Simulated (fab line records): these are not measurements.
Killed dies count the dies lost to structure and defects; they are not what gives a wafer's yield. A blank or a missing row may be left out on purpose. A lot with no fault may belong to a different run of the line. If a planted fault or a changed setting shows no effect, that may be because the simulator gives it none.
Problem report in the 8D (eight disciplines) form, filled by code + flow sky130 + the parts of the form that need people (team, actions taken, sign-off) are left out

## 1. WHAT IS WRONG
dose_ions_cm2 at SKY_LDD_LDN_IMPLANT_10 reads a mean of 7.56e+12 on 6 wafers of 2 lots; wafers without a fault read 1.25e+13 with a standard deviation of 1.3e+10. That is -99 or more standard deviations from the usual mean.
First seen on wafer L449.1, day 28 22:16, on implanter-03. The record has a number at this step for 36 wafers belonging to 12 lots. By rule, "out" or "out of limits" means more than 4 standard deviations away from the usual mean. Any other wafer with a number is counted as sound.

## 2. WHAT IT IS AND WHAT IT IS NOT
| question                    | is                                | is not                                                                    |
|-----------------------------|-----------------------------------|---------------------------------------------------------------------------|
| which readings at this step | dose_ions_cm2, faraday_current_uA | -                                                                         |
| which lots                  | L449, L451                        | L431, L433, L435, L437, L438, L439, L442, L443, L453, L454                |
| which wafers of those lots  | all that have a number            | -                                                                         |
| read on which tools         | implanter-03                      | implanter-02                                                              |
| when                        | from day 28 22:16                 | up to then (24 sound wafers); but 6 sound wafers of L453, L454 came after |

## 3. SUSPECTS, AND WHAT RULES EACH OUT
Counting: any tool at a process step up to the reading is kept as a suspect provided that every lot that is out went through it and no sound lot did after the first of them.
- implanter-03 at SKY_LDD_LDN_IMPLANT_10: kept. All lots that are out passed through it, beginning with L449 at day 28 22:16, and no sound lot followed; its final sound lot before that point was L443 at day 27 02:32. Out on those wafers are its own readings of dose_ions_cm2, faraday_current_uA.
After counting, what remains is implanter-03 at SKY_LDD_LDN_IMPLANT_10.

## 4. THE CAUSE (what the simulator had put in)
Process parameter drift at SKY_LDD_LDN_IMPLANT_10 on implanter-03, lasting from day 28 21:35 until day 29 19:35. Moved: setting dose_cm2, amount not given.
Counting left only this tool.

## 5. SEQUENCE OF EFFECTS, ordered by route
Each row: a reading whose mean over the struck wafers that have a number lies more than 3 standard deviations from the usual. Only readings whose record carries a usual standard deviation are examined. hours: median over the lots of the time between each lot's start at the first step of this table that gives one and its start at this step. sigmas: the change, counted in usual standard deviations.
| hours | step                   | reading            | usual    | on struck wafers | change    | sigmas      |
|-------|------------------------|--------------------|----------|------------------|-----------|-------------|
| 0     | SKY_LDD_LDN_IMPLANT_10 | dose_ions_cm2      | 1.25e+13 | 7.56e+12         | -4.94e+12 | -99 or more |
| 0     | SKY_LDD_LDN_IMPLANT_10 | faraday_current_uA | 70.5     | 42.9             | -27.6     | -18         |
Here are the process steps it includes:
- SKY_LDD_LDN_IMPLANT_10

## 6. WHAT WOULD HAVE CAUGHT IT SOONER
In this record the first reading out of limits was taken at day 28 22:16, 1 hour after the fault began at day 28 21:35.
